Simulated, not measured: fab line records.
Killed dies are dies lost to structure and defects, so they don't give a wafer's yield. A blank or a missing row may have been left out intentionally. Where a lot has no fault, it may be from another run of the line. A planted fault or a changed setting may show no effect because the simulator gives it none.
The tool behind it: which one? -- flow sky130 -- 15 lots, 45 wafers sampled, at 2 steps of a route of 708

WHAT THE GAUGES SHOWED, per wafer
SKY_VIA1_OVL_MEAS_13.
lot,measured,on,VIA1_OVL (nm)
L753,day 33 22:02,overlay-02,4 -4 -5
L754,day 34 05:32,overlay-01,-4 -8 -6
L755,day 34 14:08,overlay-02,-2 -6 -1
L756,day 35 03:10,overlay-02,-4 -2 -6
L757,day 35 17:50,overlay-02,-1 5 -3
L758,day 35 18:54,overlay-02,2 3 3
L760,day 36 09:54,overlay-02,-4 -4 -2
L762,day 37 07:34,overlay-02,-3 -2 2
L763,day 37 07:55,overlay-01,-9 -6 -8
L770,day 39 06:37,overlay-01,-1 3 -2
L771,day 39 21:43,overlay-02,-2 -5 -5
L772,day 40 01:15,overlay-02,0 7 0
L774,day 40 16:01,overlay-02,-4 -2 -1
L775,day 40 21:13,overlay-02,9 11 1
L776,day 40 23:08,overlay-01,-2 0 -1

TOOL THAT RAN EACH LOT (tool first, then ch and the chambers of the sampled wafers, then the start)
lot,SKY_VIA1_CMP_02
L753,"cmp-02 ch 0,1, day 32 18:44"
L754,"cmp-01 ch 0,1, day 33 02:22"
L755,"cmp-02 ch 2,3, day 33 11:51"
L756,"cmp-02 ch 0,1,2, day 34 00:17"
L757,"cmp-01 ch 0,2,3, day 34 14:35"
L758,"cmp-02 ch 0,3, day 34 15:53"
L760,"cmp-01 ch 0,3, day 35 07:10"
L762,"cmp-01 ch 0,1,2, day 36 05:07"
L763,"cmp-01 ch 0,2,3, day 36 05:41"
L770,"cmp-02 ch 0,1,3, day 38 05:07"
L771,"cmp-02 ch 0,2,3, day 38 20:24"
L772,"cmp-02 ch 1,2,3, day 38 22:59"
L774,"cmp-01 ch 0,2,3, day 39 14:35"
L775,"cmp-02 ch 1,2, day 39 19:50"
L776,"cmp-02 ch 0,1,3, day 39 22:21"
- SKY_VIA1_CMP_02: polishes SiO2.

WHAT THE TOOLS THEMSELVES READ (means of the sampled wafers that have a number; where no wafer has one, the mark that the record gives instead)
SKY_VIA1_CMP_02.
lot,tool,head_pressure_psi (psi),motor_current_A (A),platen_rpm (rpm),slurry_flow_ml_min
L753,cmp-02,4.008,12.8,59.98,150.0
L754,cmp-01,4.000,11.8,60.01,150.0
L755,cmp-02,4.001,12.0,60.01,150.6
L756,cmp-02,3.997,12.2,60.01,149.9
L757,cmp-01,4.001,11.8,60.01,149.7
L758,cmp-02,3.998,11.6,59.96,149.6
L760,cmp-01,3.997,11.9,60.00,150.0
L762,cmp-01,4.000,11.3,59.98,150.3
L763,cmp-01,3.992,11.3,60.02,150.0
L770,cmp-02,4.000,11.8,60.01,149.7
L771,cmp-02,4.003,11.8,60.03,150.0
L772,cmp-02,3.998,12.8,59.99,149.9
L774,cmp-01,3.993,11.5,60.02,149.8
L775,cmp-02,4.004,13.1,59.99,150.2
L776,cmp-02,4.002,12.2,60.03,150.5

THE ANSWER, worked out from the rows above alone
Rule: the usual values come from the lots themselves. Put in order of their means at a reading, lots are off if they are a third of the lots or fewer, leave a main group of 4 or more, and stand apart from it by a gap of 3 or more times the standard deviation of the main group's means; of several such gaps the widest counts. If all means in a main group match to the digits the tables above print for the reading, that group is not used. Also off: a lot with no number at a reading for which 4 or more lots have one. Where the step has rows for the other lots, those lots are counted as sound. First the gauges in route order, then the tools' own readings, where a lot's mean is used as printed above. At the first step where some lot is off, the reading lying furthest off is the one used; lots without a number count as furthest.
Nothing can be told from this: no lot is off at any reading shown.

WHAT THE SIMULATOR HAD INSERTED
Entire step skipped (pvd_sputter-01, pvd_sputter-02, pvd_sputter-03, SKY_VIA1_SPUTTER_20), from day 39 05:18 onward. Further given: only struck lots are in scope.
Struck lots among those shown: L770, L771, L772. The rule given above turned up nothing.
